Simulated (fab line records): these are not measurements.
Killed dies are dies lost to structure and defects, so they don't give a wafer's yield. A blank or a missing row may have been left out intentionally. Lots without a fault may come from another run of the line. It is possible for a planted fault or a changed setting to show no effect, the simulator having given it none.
fab line records	flow sky130
[record] lots = 11	wafers = 31	last_day = 50
route steps=708 shown RES_PROTECT@214 VIA1@461 METAL4@632 PAD_OPEN@708
lots untouched by any fault: they come from a run of this same line in which no faults occurred
start_h: the number of hours between the record's first day and the start of the first shown wafer of the lot	wait_h: hours elapsed since this lot's preceding step	" the same as in the row above	L1.1+2: several wafers, shown together as one row	- no value, or no start given	* or withheld: withheld	< > ~ a bound
route shown NAME@n: names a module that has steps shown in the file, with the first one's number in the route	usual: mean/standard deviation taken from wafers without a fault	same: alike in all rows	chamber/n: place in a boat	sites: per-site readings	_std_site: standard deviation of those values	_edge_site: mean of outer sites minus mean of inner sites	radius_mm: how far each site lies from the wafer's centre	mask NAME#n: copy n	behind: the most recent tool/chamber to have shaped the wafer	hold: reason for holding the lot/hours on hold/outcome of the hold	device: whichever transistor did not switch (one of n, p or np)	end of line: the tests these same wafers got at the end of their route	for a step that has no rows: nothing shown but its recipe	killed: the dies lost at the first sort to structure and to defects; this is not the yield of the wafer	map: a wafer's dies, x killed, . not, _ none there
set.NAME: the setting the step ran with; set.NAME@STEP: the setting that earlier step ran with	model.NAME: the simulator's own value behind a step, which no gauge read
a sample of lots followed through the steps of the route, with each step as a table and each wafer as a row
services: the hour from which a tool's chamber was out of use, counted from the record's first day as start_h (under 0 if before that day), plus the number of hours and why
[[steps]]
[step SKY_RES_PROTECT_STRIP_07]
[recipe] chemistry = O2/N2	power_w = 1400	pressure_mtorr = 1500	platen_temp_c = withheld	o2_flow_sccm = 3000	n2_flow_sccm = 300	overash_fraction = 0.5
[usual] drypump_motor_current_A = 5.68/0.26	oes_product_au = 0.518/0.0047	strip_time_to_endpoint_s = 23.31/0.044
lot.wafer	tool	chamber	start_h	wait_h	drypump_motor_current_A	oes_product_au	rf_hours_counter_h	strip_time_to_endpoint_s
L255.2	plasma_asher-02	0	353.38	0.1	6.04	0.513	65	23.29
L255.4	"	1	"	"	5.33	0.517	-	23.31
L255.5	"	1	"	"	5.34	0.519	-	23.29
L258.2	plasma_asher-04	1	365.56	0.1	5.87	0.517	24	23.40
L258.3	"	1	"	"	5.89	0.521	-	23.38
L260.2	plasma_asher-01	1	391.43	0.1	5.83	0.512	70	23.31
L260.3	"	0	"	"	5.33	0.516	-	23.34
L260.6	"	0	"	"	5.33	0.522	-	23.37
L261.2	plasma_asher-02	0	399.28	0.1	6.05	0.510	69	23.30
L261.3	"	0	"	"	6.05	0.513	-	23.28
L267.2	plasma_asher-01	1	459.08	0.1	5.87	0.513	3	23.26
L267.4	"	1	"	"	5.86	0.523	-	23.30
L267.5	"	0	"	"	5.34	0.521	-	23.31
L270.1	plasma_asher-02	1	486.13	0.1	5.33	0.523	78	23.20
L270.2	"	0	"	"	6.07	0.520	78	23.25
L270.5	"	1	"	"	5.36	0.519	-	23.20
L271.2	plasma_asher-04	0	487.59	0.1	5.69	0.518	36	23.29
L271.3	"	0	"	"	5.67	0.517	-	23.33
L271.6	"	1	"	"	5.84	0.528	-	23.29
L273.2	plasma_asher-02	0	507.66	0.1	6.09	0.512	80	23.30
L273.5	"	1	"	"	5.36	0.511	-	23.25
L273.6	"	0	"	"	6.01	0.516	-	23.22
L274.1	plasma_asher-01	0	508.31	0.1	5.33	0.524	8	23.32
L274.5	"	1	"	"	5.82	0.524	-	23.34
L274.6	"	0	"	"	5.35	0.518	-	23.33
L276.1	plasma_asher-04	1	523.93	0.1	5.87	0.513	40	23.34
L276.2	"	0	"	"	5.69	0.522	40	23.34
L276.4	"	1	"	"	5.86	0.517	-	23.29
L277.2	plasma_asher-01	0	533.78	0.1	5.34	0.510	11	23.32
L277.4	"	1	"	"	5.80	0.520	-	23.32
L277.6	"	1	"	"	5.83	0.507	-	23.30
[step SKY_VIA1_BOW_MEAS_03]
[recipe] mode = bow
[usual] VIA1_BOW = 80/6.8
lot.wafer	tool	chamber	start_h	wait_h	VIA1_BOW[um]
L255.2	film_metro-02	-	775.81	0.2	80
L255.4	"	-	"	"	86
L255.5	"	-	"	"	93
L258.2	film_metro-02	-	789.01	0.3	89
L258.3	"	-	"	"	70
L260.2	film_metro-03	-	810.68	0.3	87
L260.3	"	-	"	"	77
L260.6	"	-	"	"	75
L261.2	film_metro-03	-	821.99	0.2	72
L261.3	"	-	"	"	68
L267.2	film_metro-04	-	871.59	0.3	85
L267.4	"	-	"	"	91
L267.5	"	-	"	"	93
L270.1	film_metro-04	-	891.80	0.1	76
L270.2	"	-	"	"	97
L270.5	"	-	"	"	83
L271.2	film_metro-03	-	895.35	0.2	73
L271.3	"	-	"	"	75
L271.6	"	-	"	"	84
L273.2	film_metro-02	-	908.53	0.2	90
L273.5	"	-	"	"	70
L273.6	"	-	"	"	89
L274.1	film_metro-04	-	910.18	0.1	76
L274.5	"	-	"	"	72
L274.6	"	-	"	"	78
L276.1	film_metro-04	-	926.76	0.2	81
L276.2	"	-	"	"	83
L276.4	"	-	"	"	78
L277.2	film_metro-04	-	934.38	0.2	83
L277.4	"	-	"	"	84
L277.6	"	-	"	"	77
[step SKY_VIA1_THK_MEAS_23]
[recipe] thk_meas_gauge = xrf	reads = W_of_VIA1_CVD_21
[usual] VIA1_W_THK = 270/4
lot.wafer	tool	chamber	start_h	wait_h	VIA1_W_THK[nm]
L255.2	film_metro-03	-	803.50	0.1	268
L255.4	"	-	"	"	270
L255.5	"	-	"	"	270
L258.2	film_metro-03	-	817.01	0.1	277
L258.3	"	-	"	"	272
L260.2	film_metro-02	-	837.94	0.1	267
L260.3	"	-	"	"	263
L260.6	"	-	"	"	264
L261.2	film_metro-02	-	848.88	0.1	265
L261.3	"	-	"	"	268
L267.2	film_metro-04	-	898.82	0.1	270
L267.4	"	-	"	"	271
L267.5	"	-	"	"	276
L270.1	film_metro-03	-	918.12	0.1	272
L270.2	"	-	"	"	270
L270.5	"	-	"	"	267
L271.2	film_metro-03	-	921.29	0.1	269
L271.3	"	-	"	"	268
L271.6	"	-	"	"	267
L273.2	film_metro-02	-	934.42	0.1	266
L273.5	"	-	"	"	264
L273.6	"	-	"	"	270
L274.1	film_metro-02	-	935.80	0.1	269
L274.5	"	-	"	"	268
L274.6	"	-	"	"	270
L276.1	film_metro-04	-	952.68	0.1	266
L276.2	"	-	"	"	273
L276.4	"	-	"	"	272
L277.2	film_metro-02	-	960.35	0.1	270
L277.4	"	-	"	"	273
L277.6	"	-	"	"	271
[step SKY_METAL4_ETCH_16]
[recipe] chemistry = N2/H2	target = BARC	ion_energy_ev = 200	bias_w = 100	pressure_mtorr = 30	n2_flow_sccm = 100	h2_flow_sccm = 200	icp_w = 500	stop_on = SiO2	time_s = 88.2	target_depth_a = 600
[usual] bias_w = 100.02/0.28	drypump_motor_current_A = 5.7/0.47	oes_product_au = 0.626/0.0049	run_length_s = 116.8/1.1	throttle_valve_pct = 13.205/0.0091
lot.wafer	tool	chamber	start_h	wait_h	bias_w	drypump_motor_current_A	oes_product_au	rf_hours_counter_h	run_length_s	throttle_valve_pct
L255.2	rie_metal-02	1	989.91	0.0	100.02	6.4	0.628	5	116.8	13.206
L255.4	"	0	"	"	99.55	6.0	0.626	-	115.7	13.212
L255.5	"	1	"	"	100.00	6.4	0.615	-	117.0	13.202
L258.2	rie_metal-02	0	998.98	0.0	99.98	6.0	0.628	3	116.1	13.199
L258.3	"	1	"	"	-	6.4	1.022	-	69.3	13.234
L260.2	rie_metal-02	0	1020.13	0.0	99.84	6.0	0.620	4	115.8	13.190
L260.3	"	0	"	"	-	6.0	1.003	-	68.5	13.253
L260.6	"	0	"	"	99.90	6.0	0.625	-	116.6	13.199
L261.2	rie_metal-02	0	1027.96	0.0	100.06	6.0	0.623	5	115.8	13.205
L261.3	"	0	"	"	-	6.0	1.011	-	68.1	13.246
L267.2	rie_metal-03	1	1070.62	0.0	100.32	5.8	0.629	8	117.8	13.201
L267.4	"	1	"	"	100.26	5.8	0.622	-	118.0	13.204
L267.5	"	0	"	"	100.36	5.3	0.627	-	115.7	13.210
L270.1	rie_metal-03	0	1085.73	0.0	100.09	5.3	0.631	16	115.5	13.203
L270.2	"	1	"	"	100.97	5.8	0.623	9	117.2	13.192
L270.5	"	0	"	"	99.98	5.3	0.631	-	115.6	13.220
L271.2	rie_metal-01	0	1088.92	0.0	100.29	4.9	0.625	22	117.1	13.187
L271.3	"	1	"	"	100.39	5.8	0.627	-	116.5	13.204
L271.6	"	1	"	"	100.10	5.7	0.621	-	116.0	13.209
L273.2	rie_metal-03	1	1098.83	0.0	100.08	5.8	0.622	10	118.0	13.187
L273.5	"	0	"	"	100.01	5.3	0.626	-	116.0	13.210
L273.6	"	1	"	"	100.09	5.8	0.619	-	117.2	13.222
L274.1	rie_metal-02	0	1099.54	0.0	99.67	6.0	0.628	10	115.9	13.213
L274.5	"	0	"	"	99.84	6.0	0.625	-	115.9	13.211
L274.6	"	1	"	"	100.10	6.4	0.621	-	116.9	13.203
L276.1	rie_metal-02	0	1114.95	0.0	99.79	6.0	0.625	11	119.0	13.214
L276.2	"	1	"	"	99.95	6.4	0.625	13	120.1	13.197
L276.4	"	1	"	"	100.03	6.4	0.630	-	120.4	13.192
L277.2	rie_metal-03	1	1120.57	0.0	99.87	5.8	0.632	12	117.4	13.216
L277.4	"	1	"	"	99.73	5.7	0.630	-	117.2	13.203
L277.6	"	0	"	"	99.76	5.3	0.629	-	115.5	13.211
[step SKY_METAL4_STRIP_19]
[recipe] chemistry = O2/N2	power_w = 1400	pressure_mtorr = 1500	platen_temp_c = withheld	o2_flow_sccm = 3000	n2_flow_sccm = 300	overash_fraction = 0.5
[usual] drypump_motor_current_A = 5.62/0.27	oes_product_au = 0.502/0.0059	strip_time_to_endpoint_s = 6.55/0.079
lot.wafer	tool	chamber	start_h	wait_h	drypump_motor_current_A	oes_product_au	rf_hours_counter_h	strip_time_to_endpoint_s
L255.2	plasma_asher-04	0	990.21	0.1	5.69	0.501	88	6.47
L255.4	"	0	"	"	5.67	0.511	-	6.59
L255.5	"	0	"	"	5.68	0.492	-	6.41
L258.2	plasma_asher-02	1	999.45	0.2	5.35	0.496	27	6.46
L258.3	"	0	"	"	6.08	0.508	-	6.76
L260.2	plasma_asher-04	1	1020.42	0.1	5.88	0.501	91	6.50
L260.3	"	0	"	"	5.68	0.518	-	6.80
L260.6	"	0	"	"	5.68	0.491	-	6.58
L261.2	plasma_asher-02	0	1028.26	0.1	6.06	0.496	29	6.44
L261.3	"	0	"	"	6.07	0.514	-	6.75
L267.2	plasma_asher-04	1	1070.91	0.1	5.85	0.509	96	6.55
L267.4	"	0	"	"	5.70	0.507	-	6.55
L267.5	"	1	"	"	5.85	0.496	-	6.46
L270.1	plasma_asher-04	1	1086.02	0.1	5.87	0.507	98	6.61
L270.2	"	0	"	"	5.69	0.503	98	6.58
L270.5	"	0	"	"	5.71	0.509	-	6.59
L271.2	plasma_asher-03	0	1089.21	0.1	5.38	0.502	2	6.64
L271.3	"	0	"	"	5.39	0.497	-	6.55
L271.6	"	1	"	"	5.23	0.494	-	6.54
L273.2	plasma_asher-03	0	1099.12	0.1	5.41	0.497	3	6.62
L273.5	"	0	"	"	5.38	0.504	-	6.61
L273.6	"	1	"	"	5.18	0.498	-	6.43
L274.1	plasma_asher-04	0	1099.84	0.1	5.66	0.506	99	6.60
L274.5	"	1	"	"	5.85	0.508	-	6.53
L274.6	"	0	"	"	5.65	0.512	-	6.75
L276.1	plasma_asher-03	0	1115.28	0.1	5.41	0.496	5	6.51
L276.2	"	1	"	"	5.18	0.505	5	6.65
L276.4	"	0	"	"	5.40	0.496	-	6.60
L277.2	plasma_asher-03	1	1120.92	0.2	5.17	0.501	6	6.57
L277.4	"	1	"	"	5.21	0.497	-	6.59
L277.6	"	0	"	"	5.41	0.499	-	6.51
[step SKY_PAD_OPEN_PROBE_99]
[usual] defect_limited_yield = 82.3/1.9	killed_at_M0_to_M3 = 44/6.9	killed_at_M4_up = 3.3/2.1	killed_at_contacts = 24/4.8	killed_at_front_end = 15/4.4	killed_at_other = 0.2/0.48	killed_dies = 87/9.5	killed_open = 48/6.5	killed_short = 39/6.3	sort_bin_3_pad_short = 0.9/0.48	sort_bin_5_function = 10.5/1.5	sort_bin_6_memory = 6.3/1.1	sort_n_pass = 405/9.5	sort_yield_pct = 82.3/1.9
[same] gross_dies = 492	killed_at_back_side = 0	sort_bin_4_leakage[%] = 0	sort_bin_8_speed[%] = 0
lot.wafer	tool	chamber	start_h	wait_h	defect_limited_yield[%]	killed_at_M0_to_M3	killed_at_M4_up	killed_at_contacts	killed_at_front_end	killed_at_other	killed_dies	killed_open	killed_short	sort_bin_3_pad_short[%]	sort_bin_5_function[%]	sort_bin_6_memory[%]	sort_n_pass	sort_yield_pct[%]
L258.2	prober-02	-	1092.85	0.1	81.1	53	5	21	14	0	93	54	39	1.2	11.6	6.1	399	81.1
// killed by level:class
L258.2 VIA1:geometric_particle:open=16 METAL2:geometric_particle:short=9 CONTACT:geometric_particle:open=8 POLY_GATE:geometric_particle:short=6 VIA2:geometric_particle:open=6 VIA3:geometric_particle:open=6 LI_CONTACT:geometric_particle:open=5 VIA1:geometric_particle:short=5
[[services]]
tool	chamber	start_h	hours	kind
plasma_asher-02	-	338.54	4.0	pm
plasma_asher-03	-	344.35	4.4	repair
plasma_asher-02	-	350.29	2.8	pm
plasma_asher-04	-	378.63	2.5	repair
plasma_asher-03	-	410.43	0.5	repair
plasma_asher-01	-	421.25	9.0	pm
plasma_asher-04	-	457.94	5.8	repair
rie_metal-02	0	480.75	21.1	repair
rie_metal-03	0	506.10	2.2	repair
plasma_asher-02	-	534.43	1.9	repair
plasma_asher-04	-	557.92	8.3	repair
plasma_asher-04	-	635.27	1.8	repair
plasma_asher-03	-	640.99	1.4	repair
rie_metal-03	-	641.59	1.4	pm
rie_metal-03	0	660.12	12.6	repair
plasma_asher-02	-	684.16	7.0	repair
plasma_asher-02	-	698.03	1.7	repair
plasma_asher-02	-	733.75	9.0	pm
rie_metal-02	-	830.88	2.8	pm
plasma_asher-04	-	895.76	11.9	repair
plasma_asher-02	-	930.14	2.8	repair
plasma_asher-04	-	962.06	0.3	repair
plasma_asher-02	-	1098.79	30.3	repair
plasma_asher-04	-	1120.74	14.6	pm
[[key]]
[first_sign] step = SKY_METAL4_ETCH_16	reading = oes_product_au	direction = up	sigmas = 79	usual = 0.626	struck = 1.012
[effect] step = SKY_METAL4_ETCH_16	reading = run_length_s	direction = down	sigmas = 44	usual = *	struck = *
[effect] step = SKY_METAL4_STRIP_19	reading = strip_time_to_endpoint_s	direction = up	sigmas = 2.9	usual = *	struck = *
met_at SKY_METAL4_ETCH_16
struck_lots L258,L260,L261
struck_wafers L258.3,L260.3,L261.3
not_acting_at SKY_RES_PROTECT_STRIP_07,SKY_VIA1_BOW_MEAS_03,SKY_VIA1_THK_MEAS_23
onset_between 989.91 998.98
[fault] kind = process_parameter_drift	tool = rie_metal-02	chamber = -	onset_h = 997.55	steps = SKY_METAL4_ETCH_16	channel = time_s	offset = *	shape = step	end_h = 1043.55	scope = struck_wafers_only	acts_in = *	stated = *
